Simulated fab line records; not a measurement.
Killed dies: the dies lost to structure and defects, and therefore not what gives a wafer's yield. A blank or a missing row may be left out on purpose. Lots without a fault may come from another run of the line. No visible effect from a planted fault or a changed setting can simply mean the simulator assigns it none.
A struck lot beside a sound one || flow sky130 || 17 steps out of a route of 708
Sound: the wafers L118.1, L118.2, L118.4. Wafers struck: L122.2, L122.4, L122.6. The cause is named last.
Order at every step that has rows: each side's tool, ch and its chambers, its first start. Under that, the readings that differ: sound wafers || struck wafers || difference of the means || sigmas: that difference in standard deviations of wafers without a fault.
alike: a reading whose means differ by less than 2 such deviations, as well as words and numbers matching on both sides. not compared: withheld readings; readings where some wafer has no value; bounds like >300 that might hide an equal value; numbers whose values overlap and for which the record gives no deviation.
The two part at a step that has a row with sigmas, a row that says differs or no value, or rows on one side only. Numbers that have no deviation but don't overlap get no sigmas and don't part them. A reading missing from all wafers of one side parts the sides only when that side holds two or more wafers.

SKY_LDD_HVN_OVL_MEAS_07:
  sound: overlay-01 at day 24 07:58; struck: overlay-01 at day 25 14:13
  alike: LDD_HVN_OVL
after that, 1 step had no rows for these wafers: SKY_LDD_HVN_IMPLANT_08.
SKY_LDD_HVN_STRIP_09: strips in O2/N2.
  sound on plasmaAsher-01 ch 0,1, day 24 08:10; struck on plasmaAsher-01 ch 0, day 25 14:24
  alike: drypumpMotorCurrentA, oesProductAu, stripTimeToEndpointS
  not compared: rfHoursCounterH
SKY_LDD_HVN_TW_MEAS_10:
  sound: filmMetro-04 at day 24 08:16; struck: filmMetro-02 at day 25 14:31
  alike: LDD_HVN_TW
then, 7 steps without rows for these wafers: SKY_LDD_HVP_DEHYDRATE_00 (time 60 s); SKY_LDD_HVP_HMDS_01 (prime time 60 s); SKY_LDD_HVP_COAT_02 (resist thk 300 nm); SKY_LDD_HVP_SOFTBAKE_03 (time 60 s); SKY_LDD_HVP_EXPOSE_04 (exposes mask HVPTM, target cd 700 nm); SKY_LDD_HVP_PEB_05; SKY_LDD_HVP_DEVELOP_06 (develop time 60 s).
SKY_LDD_HVP_OVL_MEAS_07:
  sound: overlay-02 at day 25 13:37; struck: overlay-02 at day 26 17:20
  alike: LDD_HVP_OVL
SKY_LDD_HVP_IMPLANT_08:
  sound on implanter-04 ch 0, day 25 13:39; struck on implanter-04 ch 0, day 26 17:25
{"reading": "doseIonsCm2", "sound": "1.6995e+13 1.7007e+13 1.6993e+13", "struck": "1.2031e+13 1.2044e+13 1.2024e+13", "difference": -4.9653e+12, "sigmas": "-99 or more"}
{"reading": "faradayCurrentUA", "sound": "96.4 95.9 98.2", "struck": "65.6 68.0 70.3", "difference": -28.9, "sigmas": -15}
  alike: endStationPressureTorr
SKY_LDD_HVP_STRIP_09: strips in O2/N2.
  sound on plasmaAsher-02 ch 0,1, day 25 13:48; struck on plasmaAsher-01 ch 0,1, day 26 17:32
  alike: drypumpMotorCurrentA, oesProductAu, stripTimeToEndpointS
  not compared: rfHoursCounterH
SKY_LDD_HVP_TW_MEAS_10:
  sound: filmMetro-01 at day 25 13:54; struck: filmMetro-04 at day 26 17:39
{"reading": "LDD_HVP_TW", "sound": "456 458 456", "struck": "403 402 401", "difference": -55, "sigmas": -15}
then, 1 step without rows for these wafers: SKY_LDD_LDN_DEHYDRATE_00 (time 60 s).
-- the record jumps here: 23 days lie between the struck wafers' starts before and after (it left off in module LDD_LDN and takes up again in module PAD_OPEN, whose first step shown is number 708 of the route) --
SKY_PAD_OPEN_PROBE_99:
  sound: prober-02 at day 48 09:59; struck: prober-02 at day 49 06:05
{"reading": "model.etest.tip_p_5v.rsOhmSq", "sound": "2844 2882 2858", "struck": "3668 3671 3705", "difference": "+820", "sigmas": ""}
{"reading": "model.etest.pfetG5v0d10v5.rOnOhmUm", "sound": "4716 4708 4781", "struck": "4890 4894 4835", "difference": "+138", "sigmas": ""}
{"reading": "model.etest.tip_p_5v.rsOhmSqRange", "sound": "103.3 55.82 74.17", "struck": "165.3 165.9 105.2", "difference": "+67.7", "sigmas": ""}
{"reading": "model.etest.pfetG5v0d10v5.driveUaUm", "sound": "341.7 342.3 341", "struck": "332.1 329.3 336.1", "difference": -9.2, "sigmas": ""}
  alike: killed_at_M0_to_M3, killed_at_M4_up, killedAtContacts, killedAtFrontEnd, killedAtOther, killedDies, killedOpen, killedShort
  not compared: model.etest.pfetG5v0d10v5.offLog10AUm

## WHERE THEY PART
First at SKY_LDD_HVP_IMPLANT_08; last, within this record, at SKY_LDD_HVP_TW_MEAS_10. Later steps at which nothing parts them and some readings are alike: SKY_PAD_OPEN_PROBE_99.

WHY: what the simulator had put in
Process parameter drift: implanter-04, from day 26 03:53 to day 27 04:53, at SKY_LDD_HVP_IMPLANT_08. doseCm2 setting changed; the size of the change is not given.
